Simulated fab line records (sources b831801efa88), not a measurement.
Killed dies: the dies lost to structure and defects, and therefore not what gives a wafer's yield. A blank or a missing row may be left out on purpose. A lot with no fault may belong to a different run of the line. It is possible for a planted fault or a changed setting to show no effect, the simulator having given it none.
Comparing a struck lot with a sound one ; flow sky130 ; 15 out of 708 route steps
Sound: these wafers, L637.1, L637.2, L637.6. Struck: wafer L654.4. (L654.2, L654.3 of the same lot were not struck and are left out.) The cause comes at the end.
At each step with rows: each side's tool, then ch and its chambers, then its first start. Under that, the readings that differ: sound wafers ; struck wafers ; difference of the means ; sigmas: that difference in standard deviations of wafers without a fault.
alike: readings with means less than 2 such deviations apart, plus words and numbers identical on both sides. not compared: withheld readings, readings lacking a value on some wafer, bounds such as >300 that could conceal the same value, and numbers that have no deviation in the record and whose values overlap.
The two part at a step that has a row with sigmas, a row that says differs or no value, or rows on one side only. Numbers that have no deviation but don't overlap get no sigmas and don't part them. Lack of a reading on every wafer of one side parts them only where that side has two or more wafers.

SKY_METAL3_STRIP_19: strips in O2/N2.
  sound on plasmaAsher-02 ch 0,1, day 38 05:10; struck on plasmaAsher-02 ch 1, day 43 02:22
  alike: drypumpMotorCurrentA, n2FlowSccm, oesProductAu, stripTimeToEndpointS
  not compared: rfHoursCounterH
then, 4 steps without rows for these wafers: SKY_METAL3_STRIP_20 (strips in post etch residue remover, time 1200 s); SKY_METAL3_CLEAN_21 (cleans in IPA, time 180 s); SKY_METAL3_CLEAN_22 (cleans in O3/DIW); SKY_VIA3_HDPCVD_00 (deposits SiO2, target thk 1635 nm, time 272.5 s).
SKY_VIA3_THK_MEAS_01:
  sound: filmMetro-02 at day 38 05:55; struck: filmMetro-03 at day 43 03:08
  alike: VIA3_HDPCVD_THK
SKY_VIA3_CMP_02: polishes SiO2.
  sound on cmp-01 ch 0,1,2, day 38 05:59; struck on cmp-02 ch 3, day 43 03:14
  alike: motorCurrentA, platenRpm
SKY_VIA3_BOW_MEAS_03:
  sound: filmMetro-03 at day 38 06:17; struck: filmMetro-03 at day 43 03:30
reading;sound;struck;difference;sigmas
VIA3_BOW (um);75 86 86;67;-15;-2
then, 4 steps without rows for these wafers: SKY_VIA3_DEHYDRATE_04 (time 60 s); SKY_VIA3_HMDS_05 (prime time 60 s); SKY_VIA3_COAT_06 (resist thk 60 nm); SKY_VIA3_COAT_07 (resist thk 450 nm).
SKY_VIA3_SOFTBAKE_08: time 90 s.
  sound on lithoTrack-04 ch 0, day 38 19:00; struck on lithoTrack-01 ch 0, day 43 15:00
reading;sound;struck;difference;sigmas
heaterPowerTotalW (W);57.34 57.48 57.22;61.03;+3.68;+33
runLengthS (s);119.35 119.15 119.16;102.85;-16.37;-99 or more
then, 1 step without rows for these wafers: SKY_VIA3_EXPOSE_09 (exposes mask VIM3, target cd 200 nm).
-- the record jumps here: 6 days lie between the struck wafers' starts before and after (it left off in module VIA3 and takes up again in module PAD_OPEN, whose first step shown is number 708 of the route) --
SKY_PAD_OPEN_PROBE_99:
  sound: prober-02 at day 45 15:59; struck: prober-02 at day 49 08:59
reading;sound;struck;difference;sigmas
killedAtFrontEnd;14 8 15;23;+11;+2
  alike: defectLimitedYield, killed_at_M0_to_M3, killed_at_M4_up, killedAtContacts, killedAtOther, killedDies, killedOpen, killedShort, sort_bin_3_pad_short, sort_bin_5_function, sort_bin_6_memory, sortNPass, sortYieldPct

WHERE THEY PART
Last at SKY_PAD_OPEN_PROBE_99 as far as this record goes, first at SKY_VIA3_BOW_MEAS_03.

WHY: what had been put in by the simulator
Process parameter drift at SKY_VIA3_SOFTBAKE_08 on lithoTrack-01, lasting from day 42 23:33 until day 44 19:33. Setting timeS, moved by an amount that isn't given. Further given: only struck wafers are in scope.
